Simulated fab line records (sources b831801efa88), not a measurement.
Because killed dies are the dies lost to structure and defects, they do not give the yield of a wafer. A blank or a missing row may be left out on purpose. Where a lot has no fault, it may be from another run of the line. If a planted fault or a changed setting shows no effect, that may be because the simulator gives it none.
Struck lot and sound lot, side by side + flow gf180mcu + 17 out of 602 route steps
Sound: the wafers L402.1, L402.3, L402.6. Wafers struck: L397.3, L397.4, L397.5. The cause comes at the end.
At each step with rows: each side's tool, then ch and its chambers, then its first start. Under that, the readings that differ: sound wafers + struck wafers + difference of the means + sigmas: that difference in standard deviations of wafers without a fault.
alike: readings whose means differ by less than 2 such deviations, and words and numbers that are the same on both sides. not compared: withheld readings, readings that some wafer has no value for, bounds like >300 that may hide the same value, and numbers for which the record gives no deviation and whose values overlap.
A row with sigmas, a row that says differs or no value, or rows on one side alone: a step with any of these is where the two part. When numbers do not overlap yet have no deviation, they are printed without sigmas and do not part them. A reading missing from all wafers of one side parts the sides only when that side holds two or more wafers.

first, 1 step without rows for these wafers: GF_HV_LDD_CVD_56 (deposits Si3N4 from DCS/NH3, target thk 90 nm, time 1543 s).
GF_HV_LDD_THK_MEAS_57:
  sound: filmMetro-03 at day 18 11:08; struck: filmMetro-04 at day 16 20:16
  alike: HV_LDD_CVD_56_THK
GF_HV_LDD_ETCHBACK_58: etches Si3N4 in CH3F/O2, stops on SiO2, time 100 s, target depth 90 nm.
  sound on rieDiel-01 ch 0,1,2, day 18 11:12; struck on rieDiel-02 ch 1,2,3, day 16 20:19
  alike: drypumpMotorCurrentA, oesProductAu, rfFwdPowerW, throttleValvePct
  not compared: rfHoursCounterH
then, 7 steps without rows for these wafers: GF_NSD_DEHYDRATE_00 (time 60 s); GF_NSD_HMDS_01 (prime time 60 s); GF_NSD_COAT_02 (resist thk 1000 nm); GF_NSD_SOFTBAKE_03 (time 60 s); GF_NSD_EXPOSE_04 (exposes mask Nplus, target cd 400 nm); GF_NSD_PEB_05; GF_NSD_DEVELOP_06 (develop time 60 s).
GF_NSD_CD_MEAS_07: target cd 400 nm.
  sound: cdSem-01 at day 19 11:05; struck: cdSem-02 at day 17 19:25
| reading   | sound             | struck            | difference | sigmas |
|-----------|-------------------|-------------------|------------|--------|
| cdNm (nm) | 398.0 398.1 399.0 | 405.1 402.4 403.5 | +5.3       | +2     |
GF_NSD_OVL_MEAS_08:
  sound: overlay-01 at day 19 11:12; struck: overlay-01 at day 17 19:30
  alike: NSD_OVL
GF_NSD_IMPLANT_09:
  sound on implanter-04 ch 0, day 19 11:14; struck on implanter-02 ch 0, day 17 19:34
| reading                  | sound                | struck               | difference | sigmas |
|--------------------------|----------------------|----------------------|------------|--------|
| beamEnergyKeV            | 59.980 59.992 60.005 | 59.002 58.984 59.000 | -0.997     | -55    |
| faradayCurrentUA         | 10856 10702 10137    | 14228 13670 13683    | +3295      | +3     |
| model.implant.drpNm (nm) | 16.15 16.15 16.15    | 15.94 15.94 15.94    | -0.21      |        |
then, 1 step without rows for these wafers: GF_NSD_IMPLANT_10.
GF_NSD_STRIP_11: strips in O2/N2.
  sound on plasmaAsher-03 ch 0,1, day 19 11:32; struck on plasmaAsher-02 ch 0,1, day 17 19:52
| reading                  | sound             | struck            | difference | sigmas |
|--------------------------|-------------------|-------------------|------------|--------|
| o2FlowSccm (sccm)        | 3014 3004 3007    | 2988 2982 2987    | -23        | -3     |
| stripTimeToEndpointS (s) | 22.98 22.96 22.95 | 22.80 22.84 22.79 | -0.15      | -4     |
  alike: drypumpMotorCurrentA, heaterPowerW, n2FlowSccm, oesProductAu
  not compared: rfHoursCounterH
GF_NSD_TW_MEAS_12:
  sound: filmMetro-01 at day 19 11:38; struck: filmMetro-02 at day 17 19:56
  alike: NSD_TW
GF_PASSIVATION_PROBE_99:
  the record has rows for the sound wafers here (prober-01, day 33 19:14) and none for the struck ones

WHERE THEY PART
First at GF_NSD_CD_MEAS_07; last, within this record, at GF_PASSIVATION_PROBE_99.

WHY: what had been put in by the simulator
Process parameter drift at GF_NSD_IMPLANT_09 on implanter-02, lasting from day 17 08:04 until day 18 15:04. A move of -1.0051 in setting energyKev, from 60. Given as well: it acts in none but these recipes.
